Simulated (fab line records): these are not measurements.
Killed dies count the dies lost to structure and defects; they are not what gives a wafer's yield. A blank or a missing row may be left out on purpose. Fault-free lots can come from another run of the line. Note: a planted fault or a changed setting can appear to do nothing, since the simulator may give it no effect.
fab line records -- flow gf180mcu -- part 1 of 2: steps 1 to 27 of 38
[record] lots = 5, wafers = 15, lastDay = 34
route steps=602 shown HV_LDD@218 NSD@235 PSD@248
lots that met no fault: from a run of the same line without faults
startH: hours from the record's opening day to when the first of the lot's shown wafers began -- waitH: hours elapsed since this lot's preceding step -- " same as the row above -- L1.1+2: several wafers, shown together as one row -- - either no value or no given start -- * or withheld: withheld -- < > ~ a bound
route shown NAME@n: names a module that has steps shown in the file, with the first one's number in the route -- usual: mean and standard deviation over wafers with no fault -- same: alike in all rows -- chamber/n: place in a boat -- sites: the reading at each site -- _std_site: their standard deviation -- _edge_site: inner sites' mean taken away from outer sites' mean -- radiusMm: for every site, how far away it sits from the centre of the wafer -- mask NAME#n: copy n -- behind: the last tool/chamber to shape the wafer -- hold: the reason the lot was held/the length of the hold in hours/how it ended -- device: the n, p or np transistor that did not switch -- end of line: tests of these same wafers at the route's end -- where a step has no rows: the recipe by itself -- killed: dies that structure and defects cost at the first sort, which is not the same as the wafer's yield -- map: per-die view of a wafer (x killed, . not killed, _ where there is no die)
set.NAME: the setting that was run; set.NAME@STEP: the one run at that earlier step -- model.NAME: the simulator's own value behind a step, which no gauge read
certain route steps with their lots: each step a table, each wafer a row
services: when a tool's chamber went out of use (startH, in hours from the record's first day, below 0 if earlier), for how many hours, and the reason
[[steps]]
[step GF_HV_LDD_SOFTBAKE_42]
[recipe] tempC = 89.37, timeS = 60, resist = NOVOLAK
lot.wafer,tool,chamber,startH,waitH
L077.2+5+6,lithoTrack-02,0,285.43,0.1
L079.2+5+6,lithoTrack-02,0,303.23,0.1
L089.1+2+5,lithoTrack-04,0,383.62,0.1
L094.3+5+6,lithoTrack-03,0,421.97,0.1
L095.1+2+5,lithoTrack-03,0,431.12,0.1
[step GF_HV_LDD_EXPOSE_43]
[recipe] maskId = Pplus_HV_AREA, targetCdNm = 400, na = 0.6, sourceShape = conventional, sigmaOuter = 0.6, doseMj = 140
[usual] stageVelMmS = 500.06/0.29
lot.wafer,tool,chamber,startH,waitH,mask,stageVelMmS
L077.2,ilineStepper-01,0,-,-,Pplus_HV_AREA#0,499.99
L077.5,ilineStepper-01,0,-,-,Pplus_HV_AREA#0,500.02
L077.6,ilineStepper-01,0,-,-,Pplus_HV_AREA#0,499.82
L079.2,ilineStepper-02,0,-,-,Pplus_HV_AREA#0,499.93
L079.5,ilineStepper-02,0,-,-,Pplus_HV_AREA#0,500.02
L079.6,ilineStepper-02,0,-,-,Pplus_HV_AREA#0,500.32
L089.1,ilineStepper-02,0,-,-,Pplus_HV_AREA#0,500.01
L089.2,ilineStepper-02,0,-,-,Pplus_HV_AREA#0,499.93
L089.5,ilineStepper-02,0,-,-,Pplus_HV_AREA#0,499.81
L094.3,ilineStepper-01,0,-,-,Pplus_HV_AREA#0,499.95
L094.5,ilineStepper-01,0,-,-,Pplus_HV_AREA#0,500.12
L094.6,ilineStepper-01,0,-,-,Pplus_HV_AREA#0,500.07
L095.1,ilineStepper-01,0,-,-,Pplus_HV_AREA#0,500.03
L095.2,ilineStepper-01,0,-,-,Pplus_HV_AREA#0,500.30
L095.5,ilineStepper-01,0,-,-,Pplus_HV_AREA#0,500.19
[step GF_HV_LDD_PEB_44]
[recipe] tempC = withheld, timeS = *, resist = NOVOLAK
lot.wafer,tool,chamber,startH,waitH
L077.2+5+6,lithoTrack-02,0,-,-
L079.2+5+6,lithoTrack-02,0,-,-
L089.1+2+5,lithoTrack-03,0,-,-
L094.3+5+6,lithoTrack-04,0,-,-
L095.1+2+5,lithoTrack-02,0,-,-
[step GF_HV_LDD_DEVELOP_45]
[recipe] developTimeS = 60, devTempC = 23
lot.wafer,tool,chamber,startH,waitH
L077.2+5+6,lithoTrack-02,0,294.83,0.1
L079.2+5+6,lithoTrack-02,0,313.23,0.1
L089.1+2+5,lithoTrack-03,0,395.12,0.1
L094.3+5+6,lithoTrack-04,0,434.07,0.1
L095.1+2+5,lithoTrack-02,0,443.00,0.1
[step GF_HV_LDD_CD_MEAS_46]
[recipe] targetCdNm = 400
[usual] cdNm = 400.8/2.6
lot.wafer,tool,chamber,startH,waitH,cdNm
L077.2,cdSem-01,-,294.97,0.1,404.9
L077.5,cdSem-01,-,294.97,0.1,403.9
L077.6,cdSem-01,-,294.97,0.1,401.6
L079.2,cdSem-02,-,313.37,0.1,402.6
L079.5,cdSem-02,-,313.37,0.1,401.1
L079.6,cdSem-02,-,313.37,0.1,401.8
L089.1,cdSem-01,-,395.27,0.1,402.7
L089.2,cdSem-01,-,395.27,0.1,405.5
L089.5,cdSem-01,-,395.27,0.1,404.5
L094.3,cdSem-02,-,434.21,0.1,399.1
L094.5,cdSem-02,-,434.21,0.1,399.2
L094.6,cdSem-02,-,434.21,0.1,399.1
L095.1,cdSem-01,-,443.15,0.1,396.2
L095.2,cdSem-01,-,443.15,0.1,395.3
L095.5,cdSem-01,-,443.15,0.1,396.6
[step GF_HV_LDD_OVL_MEAS_47]
[usual] HV_LDD_03_OVL = -1.0/1.4
lot.wafer,tool,chamber,startH,waitH,HV_LDD_03_OVL[nm]
L077.2,overlay-02,-,295.08,0.1,-0.2
L077.5,overlay-02,-,295.08,0.1,-0.2
L077.6,overlay-02,-,295.08,0.1,0.7
L079.2,overlay-01,-,313.48,0.1,-1.0
L079.5,overlay-01,-,313.48,0.1,-1.5
L079.6,overlay-01,-,313.48,0.1,-1.2
L089.1,overlay-02,-,395.39,0.1,-1.5
L089.2,overlay-02,-,395.39,0.1,-0.8
L089.5,overlay-02,-,395.39,0.1,-2.4
L094.3,overlay-01,-,434.31,0.1,-0.3
L094.5,overlay-01,-,434.31,0.1,0.2
L094.6,overlay-01,-,434.31,0.1,-0.2
L095.1,overlay-02,-,443.27,0.1,-1.2
L095.2,overlay-02,-,443.27,0.1,-2.6
L095.5,overlay-02,-,443.27,0.1,-1.6
[step GF_HV_LDD_IMPLANT_48]
[recipe] species = B, energyKev = 25, doseCm2 = 3e+13, tiltDeg = 7
[usual] beamEnergyKeV = 24.999/0.0071, beamOnS = 9.98/0.19
lot.wafer,tool,chamber,startH,waitH,beamEnergyKeV,beamOnS
L077.2,implanter-04,0,295.13,0.0,24.984,10.02
L077.5,implanter-04,0,295.13,0.0,25.006,9.97
L077.6,implanter-04,0,295.13,0.0,25.001,9.70
L079.2,implanter-02,0,313.53,0.0,24.995,9.88
L079.5,implanter-02,0,313.53,0.0,25.007,9.71
L079.6,implanter-02,0,313.53,0.0,25.005,10.48
L089.1,implanter-02,0,395.43,0.0,25.001,10.00
L089.2,implanter-02,0,395.43,0.0,25.001,9.81
L089.5,implanter-02,0,395.43,0.0,24.995,10.01
L094.3,implanter-02,0,434.38,0.1,25.005,9.70
L094.5,implanter-02,0,434.38,0.1,25.004,9.77
L094.6,implanter-02,0,434.38,0.1,25.007,9.89
L095.1,implanter-01,0,443.31,0.0,25.002,9.92
L095.2,implanter-01,0,443.31,0.0,25.001,9.73
L095.5,implanter-01,0,443.31,0.0,24.995,9.83
[step GF_HV_LDD_STRIP_49]
[recipe] chemistry = O2/N2, powerW = 1400, pressureMtorr = 1500, platenTempC = 250, o2FlowSccm = 3000, n2FlowSccm = 300, overashFraction = 0.5
[usual] drypumpMotorCurrentA = 5.6/0.52, heaterPowerW = 347/44, oesProductAu = 0.716/0.004, stripTimeToEndpointS = 12.68/0.035
lot.wafer,tool,chamber,startH,waitH,drypumpMotorCurrentA,heaterPowerW,oesProductAu,rfHoursCounterH,stripTimeToEndpointS
L077.2,plasmaAsher-03,1,295.26,0.1,4.9,283,0.719,22,12.74
L077.5,plasmaAsher-03,1,295.26,0.1,4.9,292,0.712,-,12.69
L077.6,plasmaAsher-03,0,295.26,0.1,5.7,318,0.713,-,12.66
L079.2,plasmaAsher-02,0,313.66,0.1,5.1,381,0.715,65,12.70
L079.5,plasmaAsher-02,0,313.66,0.1,5.1,382,0.718,-,12.63
L079.6,plasmaAsher-02,1,313.66,0.1,5.7,309,0.710,-,12.66
L089.1,plasmaAsher-04,1,395.58,0.1,6.6,387,0.713,72,12.66
L089.2,plasmaAsher-04,0,395.58,0.1,6.1,402,0.721,72,12.65
L089.5,plasmaAsher-04,1,395.58,0.1,6.6,402,0.707,-,12.66
L094.3,plasmaAsher-03,1,434.51,0.1,4.9,295,0.717,-,12.71
L094.5,plasmaAsher-03,0,434.51,0.1,5.6,317,0.720,-,12.72
L094.6,plasmaAsher-03,1,434.51,0.1,4.9,292,0.709,-,12.73
L095.1,plasmaAsher-02,1,443.46,0.1,5.7,309,0.715,1,12.72
L095.2,plasmaAsher-02,0,443.46,0.1,5.2,382,0.719,1,12.67
L095.5,plasmaAsher-02,1,443.46,0.1,5.7,312,0.716,-,12.74
[step GF_HV_LDD_TW_MEAS_50]
[usual] HV_LDD_4_TW = 571/7.3
lot.wafer,tool,chamber,startH,waitH,HV_LDD_4_TW
L077.2,filmMetro-03,-,295.37,0.1,563
L077.5,filmMetro-03,-,295.37,0.1,562
L077.6,filmMetro-03,-,295.37,0.1,564
L079.2,filmMetro-03,-,313.77,0.1,563
L079.5,filmMetro-03,-,313.77,0.1,566
L079.6,filmMetro-03,-,313.77,0.1,563
L089.1,filmMetro-02,-,395.68,0.1,580
L089.2,filmMetro-02,-,395.68,0.1,580
L089.5,filmMetro-02,-,395.68,0.1,579
L094.3,filmMetro-02,-,434.60,0.1,583
L094.5,filmMetro-02,-,434.60,0.1,582
L094.6,filmMetro-02,-,434.60,0.1,586
L095.1,filmMetro-04,-,443.56,0.1,572
L095.2,filmMetro-04,-,443.56,0.1,573
L095.5,filmMetro-04,-,443.56,0.1,573
[step GF_HV_LDD_CLEAN_51]
[recipe] chemistry = SC1/SC2, mix = 1:4:20, tempC = 70, timeS = 150, dry = n2Spin
[usual] bathHeatDutyPct = 14.2/2.3, tempC = 70.04/0.15
lot.wafer,tool,chamber,startH,waitH,bathHeatDutyPct,tempC
L077.2,wetBench-03,2,295.42,0.0,15.8,69.95
L077.5,wetBench-03,2,295.42,0.0,16.3,69.96
L077.6,wetBench-03,2,295.42,0.0,17.0,69.98
L079.2,wetBench-01,2,313.82,0.0,13.3,69.98
L079.5,wetBench-01,2,313.82,0.0,14.0,69.69
L079.6,wetBench-01,2,313.82,0.0,12.5,70.09
L089.1,wetBench-02,0,395.74,0.1,15.3,69.83
L089.2,wetBench-02,0,395.74,0.1,14.2,69.96
L089.5,wetBench-02,0,395.74,0.1,14.2,70.00
L094.3,wetBench-03,2,434.64,0.0,16.3,70.09
L094.5,wetBench-03,2,434.64,0.0,16.8,69.93
L094.6,wetBench-03,2,434.64,0.0,15.2,70.14
L095.1,wetBench-01,0,443.62,0.1,11.9,70.05
L095.2,wetBench-01,0,443.62,0.1,12.9,70.16
L095.5,wetBench-01,0,443.62,0.1,11.5,70.11
[step GF_HV_LDD_RTA_52]
[recipe] tempC = 1000, timeS = 10, ambient = N2
[usual] lampPowerPct = 30.7/2.7, wafer_temp_C_max = 1006.2/1.4
lot.wafer,tool,chamber,startH,waitH,lampPowerPct,wafer_temp_C_max
L077.2,rtpAnneal-02,0,295.48,0.0,33.9,1008.2
L077.5,rtpAnneal-02,0,295.48,0.0,34.0,1007.0
L077.6,rtpAnneal-02,0,295.48,0.0,33.9,1006.4
L079.2,rtpAnneal-01,0,313.88,0.0,28.4,1005.6
L079.5,rtpAnneal-01,0,313.88,0.0,28.4,1006.6
L079.6,rtpAnneal-01,0,313.88,0.0,28.4,1004.1
L089.1,rtpAnneal-01,0,395.79,0.0,28.4,1006.9
L089.2,rtpAnneal-01,0,395.79,0.0,28.4,1005.2
L089.5,rtpAnneal-01,0,395.79,0.0,28.3,1004.6
L094.3,rtpAnneal-01,0,434.71,0.0,28.4,1005.5
L094.5,rtpAnneal-01,0,434.71,0.0,28.4,1006.6
L094.6,rtpAnneal-01,0,434.71,0.0,28.4,1010.6
L095.1,rtpAnneal-01,0,443.67,0.0,28.4,1006.7
L095.2,rtpAnneal-01,0,443.67,0.0,28.4,1005.3
L095.5,rtpAnneal-01,0,443.67,0.0,28.4,1005.1
[step GF_HV_LDD_RS_MEAS_53]
[recipe] thkMeasGauge = four-point-probe
[usual] HV_LDD_RS = 418.1/0.86
lot.wafer,tool,chamber,startH,waitH,HV_LDD_RS[ohm/sq]
L077.2,filmMetro-03,-,295.56,0.1,416.6
L077.5,filmMetro-03,-,295.56,0.1,418.3
L077.6,filmMetro-03,-,295.56,0.1,418.9
L079.2,filmMetro-03,-,313.95,0.1,417.0
L079.5,filmMetro-03,-,313.95,0.1,416.7
L079.6,filmMetro-03,-,313.95,0.1,418.0
L089.1,filmMetro-03,-,395.85,0.1,417.4
L089.2,filmMetro-03,-,395.85,0.1,416.8
L089.5,filmMetro-03,-,395.85,0.1,416.7
L094.3,filmMetro-04,-,434.80,0.1,418.0
L094.5,filmMetro-04,-,434.80,0.1,418.3
L094.6,filmMetro-04,-,434.80,0.1,417.8
L095.1,filmMetro-04,-,443.73,0.1,417.5
L095.2,filmMetro-04,-,443.73,0.1,418.9
L095.5,filmMetro-04,-,443.73,0.1,418.7
[step GF_HV_LDD_CVD_54]
[recipe] material = SiO2, targetThkNm = 10, precursor = TEOS, tempC = 680, timeS = 75, pressureMtorr = 400
[usual] spikeTcLowerC = 681.0/1.2, spikeTcTopC = 696/4.2, spikeTcUpperC = 680.5/1.6
lot.wafer,tool,chamber,startH,waitH,spikeTcLowerC,spikeTcTopC,spikeTcUpperC
L077.2,lpcvd-01,0,295.66,0.1,679.9,697,678.8
L077.5,lpcvd-01,0,295.66,0.1,679.8,696,680.0
L077.6,lpcvd-01,0,295.66,0.1,679.5,695,680.4
L079.2,lpcvd-02,0,314.05,0.1,681.4,702,681.2
L079.5,lpcvd-02,0,314.05,0.1,680.9,704,681.4
L079.6,lpcvd-02,0,314.05,0.1,681.6,704,681.7
L089.1,lpcvd-01,1,395.97,0.1,678.7,690,679.3
L089.2,lpcvd-01,1,395.97,0.1,680.6,692,677.8
L089.5,lpcvd-01,1,395.97,0.1,679.0,692,678.6
L094.3,lpcvd-02,1,434.88,0.1,682.3,694,679.7
L094.5,lpcvd-02,1,434.88,0.1,683.4,692,681.4
L094.6,lpcvd-02,1,434.88,0.1,681.5,693,681.3
L095.1,lpcvd-01,0,443.85,0.1,680.7,697,678.3
L095.2,lpcvd-01,0,443.85,0.1,680.6,697,680.4
L095.5,lpcvd-01,0,443.85,0.1,680.2,699,680.9
[step GF_HV_LDD_THK_MEAS_55]
[recipe] reads = SiO2_of_HV_LDD_CVD_54
[usual] HV_LDD_CVD_54_THK = 10.00/0.16
lot.wafer,tool,chamber,startH,waitH,HV_LDD_CVD_54_THK[nm]
L077.2,filmMetro-04,-,296.69,0.0,10.04
L077.5,filmMetro-04,-,296.69,0.0,9.96
L077.6,filmMetro-04,-,296.69,0.0,10.05
L079.2,filmMetro-03,-,315.09,0.0,10.27
L079.5,filmMetro-03,-,315.09,0.0,10.15
L079.6,filmMetro-03,-,315.09,0.0,10.18
L089.1,filmMetro-02,-,396.99,0.0,9.77
L089.2,filmMetro-02,-,396.99,0.0,9.87
L089.5,filmMetro-02,-,396.99,0.0,9.88
L094.3,filmMetro-02,-,435.92,0.0,9.87
L094.5,filmMetro-02,-,435.92,0.0,9.91
L094.6,filmMetro-02,-,435.92,0.0,9.76
L095.1,filmMetro-04,-,444.93,0.1,10.06
L095.2,filmMetro-04,-,444.93,0.1,9.97
L095.5,filmMetro-04,-,444.93,0.1,10.01
[step GF_HV_LDD_CVD_56]
[recipe] material = Si3N4, precursor = DCS/NH3, targetThkNm = 90, tempC = 770, timeS = 1543, pressureMtorr = 250
[usual] spikeTcLowerC = 771.1/1.1, spikeTcTopC = 785/4.9, spikeTcUpperC = 771.2/1.5
lot.wafer,tool,chamber,startH,waitH,spikeTcLowerC,spikeTcTopC,spikeTcUpperC
L077.2,lpcvd-01,1,296.74,0.0,769.9,779,769.3
L077.5,lpcvd-01,1,296.74,0.0,772.3,779,770.5
L077.6,lpcvd-01,1,296.74,0.0,769.2,780,769.3
L079.2,lpcvd-02,1,315.14,0.0,772.0,781,771.8
L079.5,lpcvd-02,1,315.14,0.0,771.9,781,769.2
L079.6,lpcvd-02,1,315.14,0.0,773.2,782,771.6
L089.1,lpcvd-02,0,397.05,0.1,771.2,791,772.8
L089.2,lpcvd-02,0,397.05,0.1,769.8,789,772.6
L089.5,lpcvd-02,0,397.05,0.1,770.7,790,770.8
L094.3,lpcvd-01,0,435.96,0.0,772.6,785,770.0
L094.5,lpcvd-01,0,435.96,0.0,770.7,786,770.7
L094.6,lpcvd-01,0,435.96,0.0,771.9,783,769.1
L095.1,lpcvd-02,0,444.99,0.1,771.8,791,772.1
L095.2,lpcvd-02,0,444.99,0.1,772.3,792,770.9
L095.5,lpcvd-02,0,444.99,0.1,769.6,789,772.7
[step GF_HV_LDD_THK_MEAS_57]
[recipe] reads = Si3N4_of_HV_LDD_CVD_56
[usual] HV_LDD_CVD_56_THK = 90.1/0.88
lot.wafer,tool,chamber,startH,waitH,HV_LDD_CVD_56_THK[nm]
L077.2,filmMetro-02,-,298.18,0.0,90.3
L077.5,filmMetro-02,-,298.18,0.0,89.8
L077.6,filmMetro-02,-,298.18,0.0,89.6
L079.2,filmMetro-02,-,316.57,0.0,89.5
L079.5,filmMetro-02,-,316.57,0.0,89.7
L079.6,filmMetro-02,-,316.57,0.0,89.7
L089.1,filmMetro-02,-,398.48,0.0,91.4
L089.2,filmMetro-02,-,398.48,0.0,91.3
L089.5,filmMetro-02,-,398.48,0.0,92.3
L094.3,filmMetro-04,-,437.41,0.0,90.5
L094.5,filmMetro-04,-,437.41,0.0,89.5
L094.6,filmMetro-04,-,437.41,0.0,89.5
L095.1,filmMetro-03,-,446.42,0.0,90.4
L095.2,filmMetro-03,-,446.42,0.0,89.6
L095.5,filmMetro-03,-,446.42,0.0,89.8
[step GF_HV_LDD_ETCHBACK_58]
[recipe] chemistry = CH3F/O2, target = Si3N4, stopOn = SiO2, sourceW = 400, biasW = 80, pressureMtorr = 25, ch3fFlowSccm = 40, O2_flow_sccm = 30, timeS = 100, targetDepthA = 900
[usual] drypumpMotorCurrentA = 6.0/0.39, oesProductAu = 0.843/0.0069, rfFwdPowerW = 397.5/1.5, throttleValvePct = 10.559/0.0091
lot.wafer,tool,chamber,startH,waitH,drypumpMotorCurrentA,oesProductAu,rfFwdPowerW,rfHoursCounterH,throttleValvePct
L077.2,rieDiel-03,3,298.23,0.0,5.6,0.849,397.7,14,10.551
L077.5,rieDiel-03,1,298.23,0.0,6.2,0.832,398.9,-,10.550
L077.6,rieDiel-03,0,298.23,0.0,6.4,0.850,398.0,-,10.573
L079.2,rieDiel-01,0,316.62,0.0,6.3,0.832,397.9,17,10.556
L079.5,rieDiel-01,1,316.62,0.0,5.5,0.857,399.0,-,10.547
L079.6,rieDiel-01,0,316.62,0.0,6.3,0.850,398.5,-,10.554
L089.1,rieDiel-03,2,398.54,0.1,5.8,0.849,399.0,23,10.542
L089.2,rieDiel-03,0,398.54,0.1,6.3,0.844,396.2,69,10.570
L089.5,rieDiel-03,2,398.54,0.1,5.8,0.855,400.7,-,10.553
L094.3,rieDiel-04,3,437.45,0.0,6.1,0.850,396.3,9,10.561
L094.5,rieDiel-04,0,437.45,0.0,5.7,0.837,399.8,-,10.552
L094.6,rieDiel-04,3,437.45,0.0,6.1,0.837,398.6,-,10.556
L095.1,rieDiel-03,3,446.48,0.1,5.6,0.847,396.9,18,10.557
L095.2,rieDiel-03,0,446.48,0.1,6.3,0.847,400.7,71,10.566
L095.5,rieDiel-03,3,446.48,0.1,5.6,0.842,397.9,-,10.555
[step GF_NSD_DEHYDRATE_00]
[recipe] tempC = 200, timeS = 60
lot.wafer,tool,chamber,startH,waitH
L077.2+5+6,lithoTrack-02,0,307.98,9.7
L079.2+5+6,lithoTrack-01,0,326.64,10.0
L089.1+2+5,lithoTrack-01,0,408.91,10.3
L094.3+5+6,lithoTrack-04,0,449.72,12.2
L095.1+2+5,lithoTrack-04,0,458.22,11.7
[step GF_NSD_HMDS_01]
[recipe] primeTimeS = 60, primeTempC = 120
[usual] primeTempC = 119.97/0.14
lot.wafer,tool,chamber,startH,waitH,primeTempC
L077.2,lithoTrack-02,0,308.13,0.1,120.04
L077.5,lithoTrack-02,0,308.13,0.1,119.74
L077.6,lithoTrack-02,0,308.13,0.1,119.88
L079.2,lithoTrack-01,0,326.79,0.1,120.03
L079.5,lithoTrack-01,0,326.79,0.1,119.83
L079.6,lithoTrack-01,0,326.79,0.1,119.95
L089.1,lithoTrack-01,0,409.06,0.1,120.06
L089.2,lithoTrack-01,0,409.06,0.1,119.98
L089.5,lithoTrack-01,0,409.06,0.1,120.01
L094.3,lithoTrack-04,0,449.87,0.1,119.95
L094.5,lithoTrack-04,0,449.87,0.1,119.86
L094.6,lithoTrack-04,0,449.87,0.1,119.99
L095.1,lithoTrack-04,0,458.37,0.1,120.03
L095.2,lithoTrack-04,0,458.37,0.1,119.97
L095.5,lithoTrack-04,0,458.37,0.1,119.86
[step GF_NSD_COAT_02]
[recipe] resist = NOVOLAK, spinRpm = 3000, resistThkNm = 1000
lot.wafer,tool,chamber,startH,waitH
L077.2+5+6,lithoTrack-02,0,308.28,0.1
L079.2+5+6,lithoTrack-01,0,326.94,0.1
L089.1+2+5,lithoTrack-01,0,409.21,0.1
L094.3+5+6,lithoTrack-04,0,450.02,0.1
L095.1+2+5,lithoTrack-04,0,458.52,0.1
[step GF_NSD_SOFTBAKE_03]
[recipe] tempC = 90, timeS = 60, resist = NOVOLAK
lot.wafer,tool,chamber,startH,waitH
L077.2+5+6,lithoTrack-02,0,308.43,0.1
L079.2+5+6,lithoTrack-01,0,327.09,0.1
L089.1+2+5,lithoTrack-01,0,409.36,0.1
L094.3+5+6,lithoTrack-04,0,450.17,0.1
L095.1+2+5,lithoTrack-04,0,458.67,0.1
[step GF_NSD_EXPOSE_04]
[recipe] maskId = Nplus, targetCdNm = 400, na = 0.6, sourceShape = conventional, sigmaOuter = 0.6, doseMj = 140
[usual] stageVelMmS = 500.01/0.25
lot.wafer,tool,chamber,startH,waitH,mask,stageVelMmS
L077.2,ilineStepper-01,0,-,-,Nplus#0,500.60
L077.5,ilineStepper-01,0,-,-,Nplus#0,500.55
L077.6,ilineStepper-01,0,-,-,Nplus#0,500.35
L079.2,ilineStepper-02,0,-,-,Nplus#0,499.80
L079.5,ilineStepper-02,0,-,-,Nplus#0,499.94
L079.6,ilineStepper-02,0,-,-,Nplus#0,500.18
L089.1,ilineStepper-01,0,-,-,Nplus#0,499.96
L089.2,ilineStepper-01,0,-,-,Nplus#0,499.94
L089.5,ilineStepper-01,0,-,-,Nplus#0,500.13
L094.3,ilineStepper-01,0,-,-,Nplus#0,499.89
L094.5,ilineStepper-01,0,-,-,Nplus#0,500.00
L094.6,ilineStepper-01,0,-,-,Nplus#0,499.70
L095.1,ilineStepper-02,0,-,-,Nplus#0,499.79
L095.2,ilineStepper-02,0,-,-,Nplus#0,499.91
L095.5,ilineStepper-02,0,-,-,Nplus#0,499.86
[step GF_NSD_PEB_05]
[recipe] tempC = withheld, timeS = *, resist = NOVOLAK
lot.wafer,tool,chamber,startH,waitH
L077.2+5+6,lithoTrack-01,0,-,-
L079.2+5+6,lithoTrack-01,0,-,-
L089.1+2+5,lithoTrack-01,0,-,-
L094.3+5+6,lithoTrack-04,0,-,-
L095.1+2+5,lithoTrack-02,0,-,-
[step GF_NSD_DEVELOP_06]
[recipe] developTimeS = 58.04, devTempC = 23
lot.wafer,tool,chamber,startH,waitH
L077.2+5+6,lithoTrack-01,0,317.84,0.1
L079.2+5+6,lithoTrack-01,0,337.69,0.1
L089.1+2+5,lithoTrack-01,0,421.41,0.1
L094.3+5+6,lithoTrack-04,0,461.92,0.1
L095.1+2+5,lithoTrack-02,0,470.80,0.1
[step GF_NSD_CD_MEAS_07]
[recipe] targetCdNm = 400
[usual] cdNm = 400.2/2.5
lot.wafer,tool,chamber,startH,waitH,cdNm
L077.2,cdSem-01,-,317.98,0.1,399.4
L077.5,cdSem-01,-,317.98,0.1,401.6
L077.6,cdSem-01,-,317.98,0.1,399.2
L079.2,cdSem-02,-,337.83,0.1,403.0
L079.5,cdSem-02,-,337.83,0.1,402.7
L079.6,cdSem-02,-,337.83,0.1,402.4
L089.1,cdSem-02,-,421.56,0.1,405.8
L089.2,cdSem-02,-,421.56,0.1,405.5
L089.5,cdSem-02,-,421.56,0.1,404.3
L094.3,cdSem-01,-,462.06,0.1,397.2
L094.5,cdSem-01,-,462.06,0.1,397.1
L094.6,cdSem-01,-,462.06,0.1,399.1
L095.1,cdSem-01,-,470.95,0.1,402.5
L095.2,cdSem-01,-,470.95,0.1,402.0
L095.5,cdSem-01,-,470.95,0.1,401.5
[step GF_NSD_OVL_MEAS_08]
[usual] NSD_OVL = -0.2/1.5
lot.wafer,tool,chamber,startH,waitH,NSD_OVL[nm]
L077.2,overlay-02,-,318.09,0.1,0.0
L077.5,overlay-02,-,318.09,0.1,-0.5
L077.6,overlay-02,-,318.09,0.1,-0.9
L079.2,overlay-02,-,337.94,0.1,1.3
L079.5,overlay-02,-,337.94,0.1,0.7
L079.6,overlay-02,-,337.94,0.1,1.9
L089.1,overlay-02,-,421.68,0.1,-0.8
L089.2,overlay-02,-,421.68,0.1,0.2
L089.5,overlay-02,-,421.68,0.1,-1.2
L094.3,overlay-01,-,462.15,0.1,-0.4
L094.5,overlay-01,-,462.15,0.1,-1.5
L094.6,overlay-01,-,462.15,0.1,-0.5
L095.1,overlay-02,-,471.07,0.1,1.9
L095.2,overlay-02,-,471.07,0.1,3.0
L095.5,overlay-02,-,471.07,0.1,2.0
[step GF_NSD_IMPLANT_09]
[recipe] species = As, energyKev = 60, doseCm2 = 4e+15, tiltDeg = 7
[usual] beamEnergyKeV = 60.003/0.019, beamOnS = 19.4/1.2
lot.wafer,tool,chamber,startH,waitH,beamEnergyKeV,beamOnS
L077.2,implanter-04,0,318.14,0.0,59.996,17.4
L077.5,implanter-04,0,318.14,0.0,59.990,17.6
L077.6,implanter-04,0,318.14,0.0,59.980,17.3
L079.2,implanter-03,0,338.11,0.2,60.003,20.3
L079.5,implanter-03,0,338.11,0.2,60.023,20.0
L079.6,implanter-03,0,338.11,0.2,60.004,20.5
L089.1,implanter-03,0,421.72,0.0,60.003,21.1
L089.2,implanter-03,0,421.72,0.0,60.003,20.2
L089.5,implanter-03,0,421.72,0.0,59.977,20.8
L094.3,implanter-03,0,462.23,0.1,59.983,20.9
L094.5,implanter-03,0,462.23,0.1,60.010,20.0
L094.6,implanter-03,0,462.23,0.1,59.984,20.1
L095.1,implanter-02,0,471.11,0.0,60.028,18.7
L095.2,implanter-02,0,471.11,0.0,60.030,18.7
L095.5,implanter-02,0,471.11,0.0,59.996,18.8
